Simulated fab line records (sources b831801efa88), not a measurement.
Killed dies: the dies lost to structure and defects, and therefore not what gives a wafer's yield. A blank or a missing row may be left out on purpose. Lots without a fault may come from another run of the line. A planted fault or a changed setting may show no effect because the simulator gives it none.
Which tool was responsible? + flow gf180mcu + 13 lots, 39 wafers sampled, at 2 steps of a route of 602

== WHAT THE GAUGES SHOWED, per wafer ==
GF_DNWELL_TW_MEAS_09. Usual: DNWELL_TW gives 1350 (standard deviation 16).
| lot  | measured    | on           | DNWELL_TW      | flag |
|------|-------------|--------------|----------------|------|
| L235 | day 3 05:34 | filmMetro-03 | 1351 1354 1351 |      |
| L236 | day 3 09:28 | filmMetro-02 | 1328 1331 1323 |      |
| L237 | day 3 19:21 | filmMetro-02 | 1337 1330 1328 |      |
| L239 | day 4 02:43 | filmMetro-04 | 1356 1363 1354 |      |
| L240 | day 4 06:27 | filmMetro-03 | 1348 1350 1355 |      |
| L242 | day 4 18:24 | filmMetro-02 | 1330 1325 1326 |      |
| L244 | day 5 04:11 | filmMetro-04 | 1363 1356 1368 |      |
| L247 | day 5 21:49 | filmMetro-02 | 1331 1335 1327 |      |
| L250 | day 6 13:50 | filmMetro-04 | 1367 1371 1374 |      |
| L251 | day 6 18:08 | filmMetro-02 | 1334 1333 1335 |      |
| L252 | day 7 00:25 | filmMetro-04 | 1368 1361 1362 |      |
| L253 | day 7 04:25 | filmMetro-04 | 1360 1351 1350 |      |
| L255 | day 7 15:08 | filmMetro-03 | 1364 1360 1362 |      |

GF_LVPWELL_TW_MEAS_11. Usual: LVPWELL_TW gives 556 (standard deviation 7.6).
| lot  | measured    | on           | LVPWELL_TW  | flag |
|------|-------------|--------------|-------------|------|
| L235 | day 4 07:13 | filmMetro-04 | 564 563 562 |      |
| L236 | day 4 12:49 | filmMetro-01 | 552 553 555 |      |
| L237 | day 4 23:29 | filmMetro-01 | 553 553 550 |      |
| L239 | day 5 06:54 | filmMetro-01 | 553 555 556 |      |
| L240 | day 5 10:59 | filmMetro-02 | 548 550 552 |      |
| L242 | day 5 23:08 | filmMetro-04 | 567 563 566 |      |
| L244 | day 6 10:03 | filmMetro-04 | 569 568 570 |      |
| L247 | day 7 04:11 | filmMetro-02 | 551 554 552 |      |
| L250 | day 7 21:16 | filmMetro-02 | 549 552 548 |      |
| L251 | day 8 02:42 | filmMetro-04 | 566 565 568 |      |
| L252 | day 8 09:53 | filmMetro-02 | 547 547 548 |      |
| L253 | day 8 14:17 | filmMetro-02 | 547 549 548 |      |
| L255 | day 9 00:08 | filmMetro-04 | 562 562 563 |      |

== TOOL THAT RAN EACH LOT (tool first, then ch and the chambers of the sampled wafers, then the start) ==
Record: no process step prior to these readings.

== AS READ BY THE TOOLS THEMSELVES (means over the sampled wafers that have a number; for cases with no such wafer, the mark the record gives instead) ==
The record holds no such reading with a usual standard deviation.

== THE ANSWER, worked out from the rows above alone ==
Rule: take the mean of a lot's wafers that have a number; if it is more than 3 standard deviations from the usual mean, the lot is off. A lot without any number at a reading at which 4 lots or more have one is off too. The other lots that the step has rows for count as sound. The gauges are gone through in route order, then the tools' own readings, and for those a lot's mean is taken as printed above. At the first step where some lot is off, the reading lying furthest off is the one used; lots without a number count as furthest.
No lot is off on any of the readings shown, so nothing can be concluded from this.

== WHAT HAD BEEN PUT IN BY THE SIMULATOR ==
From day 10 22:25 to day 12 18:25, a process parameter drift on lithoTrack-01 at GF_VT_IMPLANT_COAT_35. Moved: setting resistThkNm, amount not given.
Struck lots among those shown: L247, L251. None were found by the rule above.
